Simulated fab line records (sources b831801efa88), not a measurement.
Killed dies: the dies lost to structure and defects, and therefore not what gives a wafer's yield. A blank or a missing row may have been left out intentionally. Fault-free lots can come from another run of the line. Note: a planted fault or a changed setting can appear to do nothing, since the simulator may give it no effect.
Matching of chambers :: flow sky130 :: SKY_CONTACT_CVD_00 on pecvd-02 has 3 sister chambers
The step deposits Si3N4, target thk 75 nm. 14 wafers are shown with their chamber, then 7 later ones without.

EACH WAFER AND ITS CHAMBER
wafer: L466.2
chamber: 0
heater-power-outer-w (W): 413
heater-power-w (W): 711
susceptor-temp-C (C): 400.13

wafer: L466.3
chamber: 2
heater-power-outer-w (W): 403
heater-power-w (W): 709
susceptor-temp-C (C): 399.90

wafer: L466.4
chamber: 1
heater-power-outer-w (W): 463
heater-power-w (W): 707
susceptor-temp-C (C): 399.72

wafer: L477.3
chamber: 2
heater-power-outer-w (W): 352
heater-power-w (W): 644
susceptor-temp-C (C): 399.99

wafer: L477.4
chamber: 1
heater-power-outer-w (W): 511
heater-power-w (W): 756
susceptor-temp-C (C): 399.99

wafer: L477.6
chamber: 2
heater-power-outer-w (W): 354
heater-power-w (W): 652
susceptor-temp-C (C): 400.13

wafer: L476.1
chamber: 0
heater-power-outer-w (W): 374
heater-power-w (W): 693
susceptor-temp-C (C): 399.97

wafer: L476.4
chamber: 2
heater-power-outer-w (W): 434
heater-power-w (W): 755
susceptor-temp-C (C): 400.34

wafer: L476.5
chamber: 1
heater-power-outer-w (W): 490
heater-power-w (W): 745
susceptor-temp-C (C): 400.01

wafer: L479.1
chamber: 1
heater-power-outer-w (W): 460
heater-power-w (W): 692
susceptor-temp-C (C): 400.43

wafer: L479.2
chamber: 0
heater-power-outer-w (W): 472
heater-power-w (W): 808
susceptor-temp-C (C): 399.92

wafer: L479.5
chamber: 1
heater-power-outer-w (W): 455
heater-power-w (W): 733
susceptor-temp-C (C): 399.97

wafer: L478.1
chamber: 0
heater-power-outer-w (W): 422
heater-power-w (W): 772
susceptor-temp-C (C): 399.76

wafer: L478.3
chamber: 1
heater-power-outer-w (W): 410
heater-power-w (W): 640
susceptor-temp-C (C): 399.70

SIGNATURES (means of the wafers above)
reading: heater-power-outer-w
chamber 0: 420.25
chamber 1: 464.83
chamber 2: 385.75
scatter within a chamber: 37.6

reading: heater-power-w
chamber 0: 746.00
chamber 1: 712.17
chamber 2: 690.00
scatter within a chamber: 48.4

reading: susceptor-temp-C
chamber 0: 399.9450
chamber 1: 399.9700
chamber 2: 400.0900
scatter within a chamber: 0.219
Rule: for each reading, subtract the chamber's mean from the wafer's reading, divide by that reading's scatter and square the result; add these up over the readings and take the root, which gives the wafer's distance from the chamber. The wafer belongs to the nearest chamber; if the next one is less than 2 further off, it can't be placed. How the scatter is found: for the shown wafers, subtract from each reading the mean of its chamber, square and add these, divide the total by (wafers less chambers), then take the root.

WAFERS WITH NO CHAMBER GIVEN
wafer: L478.5
heater-power-outer-w (W): 427
heater-power-w (W): 744
susceptor-temp-C (C): 400.04

wafer: L483.1
heater-power-outer-w (W): 443
heater-power-w (W): 783
susceptor-temp-C (C): 400.03

wafer: L483.3
heater-power-outer-w (W): 431
heater-power-w (W): 657
susceptor-temp-C (C): 400.31

wafer: L483.6
heater-power-outer-w (W): 462
heater-power-w (W): 784
susceptor-temp-C (C): 400.13

wafer: L484.2
heater-power-outer-w (W): 425
heater-power-w (W): 651
susceptor-temp-C (C): 400.08

wafer: L484.4
heater-power-outer-w (W): 431
heater-power-w (W): 693
susceptor-temp-C (C): 400.21

wafer: L484.5
heater-power-outer-w (W): 358
heater-power-w (W): 637
susceptor-temp-C (C): 399.85

WHICH CHAMBER EACH WENT THROUGH
wafer: L478.5
from the rows above: can't be placed: 0 or 1 or 2
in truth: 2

wafer: L483.1
from the rows above: can't be placed: 0 or 1 or 2
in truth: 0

wafer: L483.3
from the rows above: can't be placed: 2 or 1 or 0
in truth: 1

wafer: L483.6
from the rows above: can't be placed: 0 or 1 or 2
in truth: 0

wafer: L484.2
from the rows above: can't be placed: 2 or 1 or 0
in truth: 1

wafer: L484.4
from the rows above: can't be placed: 2 or 1 or 0
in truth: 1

wafer: L484.5
from the rows above: can't be placed: 2 or 0 or 1
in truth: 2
Placed correctly: 0 of 7. Not placeable from these rows: 7 (in 7, the candidates include the true chamber). Number placed wrongly: 0.
